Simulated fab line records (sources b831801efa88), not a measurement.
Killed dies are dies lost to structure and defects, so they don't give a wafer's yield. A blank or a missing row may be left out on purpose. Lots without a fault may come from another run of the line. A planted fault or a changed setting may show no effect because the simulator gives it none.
Chamber matching / flow sky130 / 4 sister chambers for SKY_VIA2_CMP_02 on cmp-01
The step polishes SiO2. 4 wafers are shown with their chamber, then 12 later ones without.

== WAFERS PAIRED WITH THEIR CHAMBERS ==
wafer=L094.5; chamber=1; motor-current-A (A)=11.5
wafer=L094.3; chamber=3; motor-current-A (A)=11.1
wafer=L094.4; chamber=0; motor-current-A (A)=12.3
wafer=L094.6; chamber=2; motor-current-A (A)=12.9

== WAFERS MISSING THEIR CHAMBER ==
wafer=L095.1; motor-current-A (A)=11.6
wafer=L095.4; motor-current-A (A)=12.4
wafer=L095.6; motor-current-A (A)=12.2
wafer=L096.2; motor-current-A (A)=12.2
wafer=L096.4; motor-current-A (A)=11.5
wafer=L096.5; motor-current-A (A)=11.6
wafer=L097.1; motor-current-A (A)=11.8
wafer=L097.2; motor-current-A (A)=11.6
wafer=L097.3; motor-current-A (A)=12.6
wafer=L097.4; motor-current-A (A)=12.6
wafer=L097.5; motor-current-A (A)=12.0
wafer=L097.6; motor-current-A (A)=11.6

== WHICH CHAMBER EACH ONE RAN IN ==
wafer=L095.1; from the rows above=1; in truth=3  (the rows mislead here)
wafer=L095.4; from the rows above=0; in truth=0
wafer=L095.6; from the rows above=0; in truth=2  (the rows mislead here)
wafer=L096.2; from the rows above=0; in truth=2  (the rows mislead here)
wafer=L096.4; from the rows above=1; in truth=1
wafer=L096.5; from the rows above=1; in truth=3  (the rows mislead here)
wafer=L097.1; from the rows above=can't be placed: 1 or 0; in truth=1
wafer=L097.2; from the rows above=1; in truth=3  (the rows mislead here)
wafer=L097.3; from the rows above=can't be placed: 0 or 2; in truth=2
wafer=L097.4; from the rows above=can't be placed: 0 or 2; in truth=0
wafer=L097.5; from the rows above=can't be placed: 0 or 1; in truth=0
wafer=L097.6; from the rows above=1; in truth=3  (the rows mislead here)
Correct placement for 2 of the 12. Cannot be placed on the basis of these rows: 4; the candidates contain the true chamber in 4. Wrongly placed: 6.
How it was worked out, from the rows above alone: a wafer's distance from a chamber is the root of the sum, over the readings, of the square of ((its reading less the chamber's mean) divided by the reading's scatter). If the next closest chamber is less than 2 further off than the closest, the wafer can't be placed; otherwise it belongs to the closest. The mean given for a chamber averages the wafers shown for that chamber. The scatter: with one shown wafer a chamber, the root of the mean of the squares of how far each hidden wafer lies from its nearest shown one.
